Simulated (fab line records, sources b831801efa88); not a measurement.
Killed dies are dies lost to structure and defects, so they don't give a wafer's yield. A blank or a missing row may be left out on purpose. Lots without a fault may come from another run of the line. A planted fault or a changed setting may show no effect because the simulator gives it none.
fab line records | flow sky130
record lots=7 wafers=21 last_day=50
route steps=708 shown VIA4@639 PAD_OPEN@708
lots that met no fault: from a run of the same line without faults
start_h: hours from the record's first day to the start of the lot's first wafer shown | wait_h: hours since the lot's step before | " the same as in the row above | L1.1+2: a row that stands for several wafers | - no value, or no start given | * or withheld: withheld | < > ~ a bound
route shown NAME@n: a module of which the file shows steps, and the number in the route of the first | usual: mean/standard deviation of fault-free wafers | same: alike in all rows | chamber/n: place in a boat | sites: the reading at each site | _std_site: their standard deviation | _edge_site: outer sites' mean less inner sites' | radius_mm: how far each site lies from the wafer's centre | mask NAME#n: copy n | behind: the tool/chamber that last shaped the wafer | hold: why the lot was held/for how many hours/how that ended | device: the transistor (n, p or np) that didn't switch | end of line: the same wafers' tests at the end of the route | a step without rows: its recipe alone | killed: dies lost to structure and defects at the first sort, not the wafer's yield | map: a wafer's dies, x killed, . not, _ none there
set.NAME: the setting as run; set.NAME@STEP: as run at that earlier step | model.NAME: the simulator's own value behind a step, which no gauge read
lots at some steps of the route; a table a step, a row a wafer
services: from which hour (start_h, from the record's first day; less than 0 if before it) a tool's chamber was out of use, for how many hours, and why
## steps
# step SKY_VIA4_HDPCVD_00
# recipe material=SiO2 target_thk_nm=1750 sigma_open_frac=0.3 time_s=291.7 temp_c=400 sih4_flow_sccm=60 pressure_mtorr=6
# step SKY_VIA4_THK_MEAS_01
# recipe reads=SiO2_of_VIA4_HDPCVD_00
# usual VIA4_HDPCVD_THK=1753/22
# columns lot.wafer tool chamber start_h wait_h VIA4_HDPCVD_THK[nm]
L610.2 film_metro-04 - 1018.36 0.2 1771
L610.3 " - " " 1756
L610.5 " - " " 1785
L612.2 film_metro-03 - 1031.98 0.1 1762
L612.3 " - " " 1749
L612.5 " - " " 1735
L616.1 film_metro-01 - 1047.40 0.1 1755
L616.3 " - " " 1714
L616.4 " - " " 1696
L615.4 film_metro-01 - 1048.43 0.0 1778
L615.5 " - " " 1761
L615.6 " - " " 1758
L617.4 film_metro-04 - 1054.19 0.0 1774
L617.5 " - " " 1757
L617.6 " - " " 1780
L619.1 film_metro-01 - 1069.41 0.1 1749
L619.4 " - " " 1755
L619.6 " - " " 1771
L626.1 film_metro-01 - 1114.82 0.1 1727
L626.2 " - " " 1771
L626.4 " - " " 1742
# step SKY_VIA4_CMP_02
# recipe material=SiO2 down_force_psi=4 platen_rpm=60 pad_velocity_m_s=0.94248
# usual edge_zone_pressure_frac=0.999/0.0048 motor_current_A=11.8/0.85
# columns lot.wafer tool chamber start_h wait_h edge_zone_pressure_frac motor_current_A
L610.2 cmp-01 2 1018.46 0.1 0.992 11.4
L610.3 " 0 " " 0.999 11.4
L610.5 " 2 " " 0.996 11.6
L612.2 cmp-02 1 1032.06 0.1 1.000 11.5
L612.3 " 2 " " 1.000 10.9
L612.5 " 1 " " 1.000 11.5
L616.3 cmp-02 2 1047.46 0.0 1.011 11.0
L616.4 " 0 " " 0.995 13.2
L616.1 " 1 " " 1.003 12.0
L615.4 cmp-01 1 1048.46 0.0 1.000 12.4
L615.5 " 1 " " 0.997 11.7
L615.6 " 2 " " 1.010 11.6
L617.4 cmp-01 3 1054.37 0.2 1.002 12.3
L617.6 " 0 " " 0.997 12.2
L617.5 " 1 " " 1.004 12.5
L619.1 cmp-02 2 1069.57 0.1 0.995 10.6
L619.4 " 3 " " 1.005 10.5
L619.6 " 1 " " 0.990 11.4
L626.4 cmp-01 0 1114.88 0.0 0.998 11.9
L626.1 " 1 " " 1.002 11.9
L626.2 " 2 " " 1.001 11.5
# step SKY_VIA4_BOW_MEAS_03
# recipe mode=bow
# usual VIA4_BOW=79/8.1
# columns lot.wafer tool chamber start_h wait_h VIA4_BOW[um]
L610.2 film_metro-03 - 1018.73 0.2 72
L610.3 " - " " 75
L610.5 " - " " 70
L612.2 film_metro-04 - 1032.38 0.3 75
L612.3 " - " " 65
L612.5 " - " " 78
L616.1 film_metro-03 - 1047.76 0.1 85
L616.3 " - " " 92
L616.4 " - " " 81
L615.4 film_metro-01 - 1048.82 0.3 65
L615.5 " - " " 87
L615.6 " - " " 80
L617.4 film_metro-04 - 1054.58 0.2 76
L617.5 " - " " 79
L617.6 " - " " 83
L619.1 film_metro-01 - 1069.77 0.1 64
L619.4 " - " " 62
L619.6 " - " " 78
L626.1 film_metro-01 - 1115.18 0.2 88
L626.2 " - " " 86
L626.4 " - " " 84
# step SKY_VIA4_DEHYDRATE_04
# recipe temp_c=200 time_s=60
# step SKY_VIA4_HMDS_05
# recipe prime_time_s=60 prime_temp_c=120
# step SKY_VIA4_COAT_06
# recipe resist=NOVOLAK spin_rpm=3000 resist_thk_nm=1140
# step SKY_VIA4_SOFTBAKE_07
# recipe temp_c=90 time_s=60 resist=NOVOLAK
# step SKY_VIA4_EXPOSE_08
# recipe mask_id=VIM4 na=0.6 source_shape=conventional sigma_outer=0.6 polarization=unpolarized target_cd_nm=800 dose_mj=132
# step SKY_VIA4_PEB_09
# recipe temp_c=withheld time_s=* resist=NOVOLAK
# step SKY_VIA4_DEVELOP_10
# recipe resist=NOVOLAK developer=TMAH develop_time_s=60 dev_temp_c=23
# step SKY_VIA4_OVL_MEAS_11
# usual VIA4_OVL=-0.2/1.1
# columns lot.wafer tool chamber start_h wait_h VIA4_OVL[nm]
L610.2 overlay-01 - 1041.60 0.1 -0.2
L610.3 " - " " -1.1
L610.5 " - " " 0.0
L612.2 overlay-01 - 1055.13 0.1 0.0
L612.3 " - " " -0.2
L612.5 " - " " -0.7
L616.1 overlay-01 - 1069.83 0.1 0.0
L616.3 " - " " 1.8
L616.4 " - " " -1.1
L615.4 overlay-01 - 1070.56 0.1 -1.6
L615.5 " - " " -1.4
L615.6 " - " " -1.1
L617.4 overlay-02 - 1076.80 0.1 -1.0
L617.5 " - " " -0.9
L617.6 " - " " -0.4
L619.1 overlay-02 - 1091.23 0.1 -1.6
L619.4 " - " " -1.0
L619.6 " - " " -0.6
L626.1 overlay-02 - 1135.64 0.1 -0.9
L626.2 " - " " 0.5
L626.4 " - " " -0.8
# step SKY_VIA4_ETCH_12
# recipe target=SiO2 chemistry=C4F8/O2/Ar stop_on=TiN mask_material=NOVOLAK source_w=1500 bias_w=1200 pressure_mtorr=40 c4f8_flow_sccm=withheld O2_flow_sccm=6 Ar_flow_sccm=300 time_s=withheld target_depth_a=5800
# usual bias_w=1200/3.9 chamber_pressure_mTorr=40.00/0.035 oes_product_au=0.925/0.0046
# columns lot.wafer tool chamber start_h wait_h bias_w chamber_pressure_mTorr oes_product_au model.NOVOLAK_of_VIA4_COAT_06.thk_nm
L610.2 rie_diel-04 3 1041.63 0.0 1196 39.96 0.928 1007
L610.3 " 0 " " 1202 39.99 0.934 1014
L610.5 " 1 " " 1199 40.00 0.922 1010
L612.2 rie_diel-02 1 1055.16 0.0 1201 40.05 0.932 1003
L612.3 " 0 " " 1200 39.99 0.921 1009
L612.5 " 2 " " 1195 39.93 0.917 1004
L616.1 rie_diel-02 1 1069.86 0.0 - - - 1140
L616.3 " 3 " " - - - 1137
L616.4 " 0 " " - - - 1138
L615.4 rie_diel-04 3 1070.58 0.0 - - - 1138
L615.5 " 3 " " - - - 1136
L615.6 " 0 " " - - - 1135
L617.4 rie_diel-01 2 1076.81 0.0 - - - 1138
L617.5 " 2 " " - - - 1136
L617.6 " 3 " " - - - 1140
L619.1 rie_diel-01 2 1091.26 0.0 1198 40.03 0.925 1006
L619.4 " 0 " " 1194 39.97 0.928 1007
L619.6 " 3 " " 1198 40.00 0.933 1008
L626.1 rie_diel-01 0 1135.68 0.0 1200 39.98 0.928 1007
L626.2 " 1 " " 1199 39.97 0.932 1008
L626.4 " 2 " " 1206 40.01 0.927 1006
# step SKY_VIA4_STRIP_13
# recipe chemistry=O2/N2 power_w=1400 pressure_mtorr=1500 platen_temp_c=withheld o2_flow_sccm=3000 n2_flow_sccm=300 overash_fraction=0.5
# usual drypump_motor_current_A=5.6/0.52 oes_product_au=0.710/0.0044 strip_time_to_endpoint_s=12.803/0.026
# columns lot.wafer tool chamber start_h wait_h drypump_motor_current_A oes_product_au rf_hours_counter_h strip_time_to_endpoint_s
L610.2 plasma_asher-01 0 1041.70 - 5.0 0.705 93 12.829
L610.3 " 1 " " 5.9 0.714 - 12.841
L610.5 " 0 " " 5.0 0.708 - 12.787
L612.2 plasma_asher-01 1 1055.24 - 5.9 0.709 95 12.786
L612.3 " 0 " " 4.9 0.720 - 12.771
L612.5 " 0 " " 5.0 0.708 - 12.781
L616.1 plasma_asher-01 1 1069.94 - 5.8 0.719 96 14.183
L616.3 " 0 " " 5.0 0.711 - 14.152
L616.4 " 1 " " 5.8 0.718 - 14.141
L615.4 plasma_asher-04 1 1070.69 - 6.1 0.717 - 14.153
L615.5 " 1 " " 6.1 0.716 - 14.131
L615.6 " 0 " " 6.4 0.726 - 14.116
L617.4 plasma_asher-04 0 1076.92 - 6.4 0.724 - 14.157
L617.5 " 0 " " 6.4 0.717 - 14.144
L617.6 " 1 " " 6.1 0.717 - 14.180
L619.1 plasma_asher-04 0 1091.34 - 6.5 0.708 33 12.818
L619.4 " 0 " " 6.4 0.705 - 12.817
L619.6 " 0 " " 6.5 0.713 - 12.824
L626.1 plasma_asher-01 0 1135.75 - 5.0 0.716 103 12.817
L626.2 " 1 " " 5.9 0.712 103 12.855
L626.4 " 1 " " 5.8 0.713 - 12.824
# step SKY_VIA4_STRIP_14
# recipe chemistry=post_etch_residue_remover time_s=1200 temp_c=72.5
# step SKY_PAD_OPEN_PROBE_99
# usual defect_limited_yield=82.7/1.9 killed_at_M0_to_M3=44/7.2 killed_at_M4_up=2.9/1.8 killed_at_contacts=24/5.2 killed_at_front_end=15/4 killed_at_other=0.2/0.49 killed_dies=85/9.1 killed_on_rim=17/3.7 killed_open=47/6.8 killed_short=38/5.7 sort_bin_3_pad_short=0.9/0.44 sort_bin_5_function=10.3/1.4 sort_bin_6_memory=6.2/1.1 sort_n_pass=407/9.1 sort_yield_pct=82.7/1.9
# same gross_dies=492 killed_at_back_side=0 sort_bin_4_leakage[%]=0 sort_bin_8_speed[%]=0
# columns lot.wafer tool chamber start_h wait_h defect_limited_yield[%] killed_at_M0_to_M3 killed_at_M4_up killed_at_contacts killed_at_front_end killed_at_other killed_dies killed_on_rim killed_open killed_short sort_bin_3_pad_short[%] sort_bin_5_function[%] sort_bin_6_memory[%] sort_n_pass sort_yield_pct[%]
L612.2 prober-01 - 1124.19 0.1 84.6 37 2 25 12 0 76 16 46 30 0.2 10.2 5.1 416 84.6
L612.3 prober-01 - 1124.24 0.2 81.9 44 4 20 21 0 89 18 46 43 0.8 12.4 4.9 403 81.9
L612.5 prober-01 - 1124.34 0.2 82.3 46 1 26 14 0 87 15 55 32 0.4 10.8 6.5 405 82.3
L616.1 prober-02 - 1136.42 0.1 0 40 411 26 15 0 492 96 47 35 1.0 94.1 4.9 0 0
L616.3 prober-02 - 1136.52 0.2 0 41 416 25 9 1 492 96 45 31 0.4 91.7 7.9 0 0
L616.4 prober-02 - 1136.57 0.2 0 58 395 25 13 1 492 96 54 45 1.2 91.5 7.3 0 0
L615.4 prober-01 - 1138.99 0.2 0 36 410 32 14 0 492 96 47 39 1.0 92.7 6.3 0 0
L615.5 prober-01 - 1139.04 0.2 0 35 416 25 16 0 492 96 48 28 0 93.3 6.7 0 0
L615.6 prober-01 - 1139.09 0.2 0 41 409 28 14 0 492 96 50 36 0.8 92.3 6.9 0 0
L617.4 prober-02 - 1144.63 0.2 0 36 413 30 13 0 492 96 47 37 0 93.3 6.7 0 0
L617.5 prober-02 - 1144.68 0.2 0 43 405 31 13 0 492 96 53 37 0.4 92.7 6.9 0 0
L617.6 prober-02 - 1144.73 0.2 0 44 422 18 8 0 492 96 42 30 0.8 94.5 4.7 0 0
L619.1 prober-02 - 1156.84 0.1 85.8 42 0 16 12 0 70 16 42 28 0.8 8.7 4.7 422 85.8
L619.4 prober-02 - 1156.99 0.2 83.7 33 5 26 16 0 80 15 42 38 1.2 7.9 7.1 412 83.7
L619.6 prober-02 - 1157.09 0.2 85.0 44 3 17 10 0 74 15 42 32 1.0 9.1 4.9 418 85.0
L626.1 prober-01 - 1195.17 0.1 82.1 43 7 29 8 1 88 20 42 46 1.4 10.4 6.1 404 82.1
L626.2 prober-01 - 1195.22 0.1 85.4 34 2 15 21 0 72 10 45 27 0.6 8.5 5.5 420 85.4
L626.4 prober-01 - 1195.32 0.2 85.6 42 3 13 13 0 71 17 40 31 0.4 9.3 4.7 421 85.6
# killed by level:class
L612.2 CONTACT:geometric_particle:open=12 VIA1:geometric_particle:open=7 LI_CONTACT:geometric_particle:open=6 CONTACT:geometric_particle:short=5 METAL1:geometric_particle:short=5 POLY_GATE:geometric_particle:short=4 VIA3:geometric_particle:open=4 FIELD_ISO:geometric_particle:open=3
L612.3 VIA1:geometric_particle:open=11 CONTACT:geometric_particle:open=9 VIA2:geometric_particle:open=7 POLY_GATE:geometric_particle:short=6 FIELD_ISO:geometric_particle:short=5 VIA3:geometric_particle:open=5 VIA1:geometric_particle:short=5 FIELD_ISO:geometric_particle:open=4
L612.5 CONTACT:geometric_particle:open=17 VIA1:geometric_particle:open=13 VIA1:geometric_particle:short=8 VIA2:geometric_particle:open=7 METAL1:geometric_particle:short=5 POLY_GATE:geometric_particle:open=4 LI_CONTACT:geometric_particle:open=4 METAL2:geometric_particle:short=4
L616.1 VIA4:area_etch=410 CONTACT:geometric_particle:open=13 VIA1:geometric_particle:open=10 VIA2:geometric_particle:open=7 FIELD_ISO:geometric_particle:short=6 LI_CONTACT:geometric_particle:open=5 METAL1:geometric_particle:short=5 VIA1:geometric_particle:short=5
L616.3 VIA4:area_etch=416 VIA1:geometric_particle:open=14 LI_CONTACT:geometric_particle:open=9 VIA3:geometric_particle:open=8 CONTACT:geometric_particle:short=6 METAL3:geometric_particle:short=5 CONTACT:geometric_particle:open=4 METAL2:geometric_particle:short=4
L616.4 VIA4:area_etch=393 VIA2:geometric_particle:open=10 VIA1:geometric_particle:open=10 CONTACT:geometric_particle:open=10 VIA3:geometric_particle:open=10 CONTACT:geometric_particle:short=6 METAL1:geometric_particle:short=6 METAL2:geometric_particle:short=6
L615.4 VIA4:area_etch=406 CONTACT:geometric_particle:open=15 VIA2:geometric_particle:open=9 VIA1:geometric_particle:open=8 FIELD_ISO:geometric_particle:short=6 LI_CONTACT:geometric_particle:open=6 METAL1:geometric_particle:short=5 VIA1:geometric_particle:short=4
L615.5 VIA4:area_etch=416 LI_CONTACT:geometric_particle:open=11 VIA2:geometric_particle:open=9 CONTACT:geometric_particle:open=8 FIELD_ISO:geometric_particle:open=5 VIA1:geometric_particle:open=5 FIELD_ISO:geometric_particle:short=4 VIA3:geometric_particle:short=4
L615.6 VIA4:area_etch=406 LI_CONTACT:geometric_particle:open=10 VIA2:geometric_particle:open=8 VIA1:geometric_particle:open=8 CONTACT:geometric_particle:short=6 CONTACT:geometric_particle:open=6 VIA3:geometric_particle:open=6 FIELD_ISO:geometric_particle:open=5
L617.4 VIA4:area_etch=408 CONTACT:geometric_particle:open=14 VIA1:geometric_particle:open=7 VIA3:geometric_particle:open=7 FIELD_ISO:geometric_particle:short=6 LOCAL_INTERCONNECT:geometric_particle:short=6 VIA2:geometric_particle:open=6 METAL4:geometric_particle:short=5
L617.5 VIA4:area_etch=402 CONTACT:geometric_particle:open=16 VIA1:geometric_particle:open=10 VIA3:geometric_particle:open=7 METAL2:geometric_particle:short=7 FIELD_ISO:geometric_particle:short=6 LI_CONTACT:geometric_particle:open=6 METAL1:geometric_particle:short=6
L617.6 VIA4:area_etch=420 VIA1:geometric_particle:open=13 VIA2:geometric_particle:open=7 METAL2:geometric_particle:short=7 VIA3:geometric_particle:open=6 FIELD_ISO:geometric_particle:open=5 CONTACT:geometric_particle:open=5 LI_CONTACT:geometric_particle:open=4
L619.1 VIA1:geometric_particle:open=15 CONTACT:geometric_particle:open=9 METAL1:geometric_particle:short=6 VIA1:geometric_particle:short=6 POLY_GATE:geometric_particle:short=5 METAL2:geometric_particle:short=5 VIA3:geometric_particle:open=5 FIELD_ISO:geometric_particle:open=3
L619.4 LI_CONTACT:geometric_particle:open=11 VIA3:geometric_particle:open=7 VIA1:geometric_particle:open=6 CONTACT:geometric_particle:open=5 METAL1:geometric_particle:short=5 METAL4:geometric_particle:short=4 LI_CONTACT:geometric_particle:short=4 VIA1:geometric_particle:short=4
L619.6 CONTACT:geometric_particle:open=8 VIA1:geometric_particle:open=8 VIA1:geometric_particle:short=7 VIA2:geometric_particle:open=5 LI_CONTACT:geometric_particle:open=4 METAL1:geometric_particle:short=4 METAL2:geometric_particle:short=4 VIA3:geometric_particle:open=4
L626.1 CONTACT:geometric_particle:open=10 VIA1:geometric_particle:open=8 VIA3:geometric_particle:open=8 CONTACT:geometric_particle:short=7 LOCAL_INTERCONNECT:geometric_particle:short=6 METAL2:geometric_particle:short=5 METAL1:geometric_particle:short=5 VIA2:geometric_particle:open=5
L626.2 CONTACT:geometric_particle:open=10 VIA3:geometric_particle:open=8 POLY_GATE:geometric_particle:open=7 FIELD_ISO:geometric_particle:short=6 VIA1:geometric_particle:open=6 VIA2:geometric_particle:open=5 FIELD_ISO:geometric_particle:open=4 LOCAL_INTERCONNECT:geometric_particle:short=4
L626.4 VIA3:geometric_particle:open=11 VIA1:geometric_particle:open=9 FIELD_ISO:geometric_particle:short=7 VIA2:geometric_particle:open=7 METAL2:geometric_particle:short=7 CONTACT:geometric_particle:open=6 METAL1:geometric_particle:short=4 METAL4:geometric_particle:short=3
# map L615.4 (x killed, . not)
__________xxxxxxxxxx_________
________xxxxxxxxxxxxxx_______
______xxxxxxxxxxxxxxxxxx_____
_____xxxxxxxxxxxxxxxxxxxx____
____xxxxxxxxxxxxxxxxxxxxxx___
___xxxxxxxxxxxxxxxxxxxxxxxx__
__xxxxxxxxxxxxxxxxxxxxxxxxxx_
_xxxxxxxxxxxxxxxxxxxxxxxxxxxx
_xxxxxxxxxxxxxxxxxxxxxxxxxxxx
_xxxxxxxxxxxxxxxxxxxxxxxxxxxx
_xxxxxxxxxxxxxxxxxxxxxxxxxxxx
_xxxxxxxxxxxxxxxxxxxxxxxxxxxx
_xxxxxxxxxxxxxxxxxxxxxxxxxxxx
_xxxxxxxxxxxxxxxxxxxxxxxxxxxx
_xxxxxxxxxxxxxxxxxxxxxxxxxxxx
__xxxxxxxxxxxxxxxxxxxxxxxxxx_
___xxxxxxxxxxxxxxxxxxxxxxxx__
____xxxxxxxxxxxxxxxxxxxxxx___
_____xxxxxxxxxxxxxxxxxxxx____
______xxxxxxxxxxxxxxxxxx_____
________xxxxxxxxxxxxxx_______
__________xxxxxxxxxx_________
# map L616.1 (x killed, . not)
__________xxxxxxxxxx_________
________xxxxxxxxxxxxxx_______
______xxxxxxxxxxxxxxxxxx_____
_____xxxxxxxxxxxxxxxxxxxx____
____xxxxxxxxxxxxxxxxxxxxxx___
___xxxxxxxxxxxxxxxxxxxxxxxx__
__xxxxxxxxxxxxxxxxxxxxxxxxxx_
_xxxxxxxxxxxxxxxxxxxxxxxxxxxx
_xxxxxxxxxxxxxxxxxxxxxxxxxxxx
_xxxxxxxxxxxxxxxxxxxxxxxxxxxx
_xxxxxxxxxxxxxxxxxxxxxxxxxxxx
_xxxxxxxxxxxxxxxxxxxxxxxxxxxx
_xxxxxxxxxxxxxxxxxxxxxxxxxxxx
_xxxxxxxxxxxxxxxxxxxxxxxxxxxx
_xxxxxxxxxxxxxxxxxxxxxxxxxxxx
__xxxxxxxxxxxxxxxxxxxxxxxxxx_
___xxxxxxxxxxxxxxxxxxxxxxxx__
____xxxxxxxxxxxxxxxxxxxxxx___
_____xxxxxxxxxxxxxxxxxxxx____
______xxxxxxxxxxxxxxxxxx_____
________xxxxxxxxxxxxxx_______
__________xxxxxxxxxx_________
## services
# columns tool chamber start_h hours kind
cmp-02 - 1002.20 1.0 repair
rie_diel-01 - 1010.53 2.8 pm
cmp-02 - 1036.19 1.2 repair
rie_diel-04 3 1053.67 3.0 repair
cmp-01 - 1061.00 2.9 repair
cmp-01 - 1062.38 2.5 repair
rie_diel-02 - 1065.08 0.6 repair
rie_diel-04 - 1071.63 2.8 pm
cmp-02 - 1085.88 0.2 repair
cmp-01 - 1089.50 4.0 pm
cmp-01 - 1093.50 - consumable_replace:conditioner
cmp-01 - 1093.50 - consumable_replace:pad
rie_diel-04 3 1105.55 - clean
rie_diel-04 3 1105.55 23.0 scheduled_down
rie_diel-04 3 1105.55 23.0 vent_cycle
cmp-01 - 1107.98 2.6 repair
plasma_asher-01 - 1122.75 2.4 repair
plasma_asher-04 - 1130.26 2.5 repair
rie_diel-04 1 1130.31 5.7 repair
## key
first_sign step=SKY_VIA4_ETCH_12 reading=tool_record direction=missing
effect step=SKY_VIA4_STRIP_13 reading=strip_time_to_endpoint_s direction=up sigmas=51 usual=* struck=*
effect step=SKY_PAD_OPEN_PROBE_99 reading=killed_at_M4_up direction=up sigmas=99+ usual=2.9 struck=410.8
model_effect step=SKY_VIA4_ETCH_12 value=NOVOLAK_of_VIA4_COAT_06.thk_nm without=1005 struck=1137
more_kills_born_at SKY_VIA4_ETCH_12@rie_diel-01=1230 SKY_VIA4_ETCH_12@rie_diel-04=1228 SKY_VIA4_ETCH_12@rie_diel-02=1219
met_at SKY_VIA4_ETCH_12
struck_wafers L615.4,L615.5,L615.6,L616.1,L616.3,L616.4,L617.4,L617.5,L617.6
later_rows_left_out L615.4,L615.5,L615.6,L616.1,L616.3,L616.4,L617.4,L617.5,L617.6
onset_between 1055.16 1069.86
fault kind=skipped_step_whole tool=rie_diel-01,rie_diel-02,rie_diel-04 chamber=- onset_h=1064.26 steps=SKY_VIA4_ETCH_12 scope=struck_lots_only
# later_rows_left_out: the simulator's readings of these wafers behind a module that went badly wrong aren't trusted and aren't shown, but for the sort
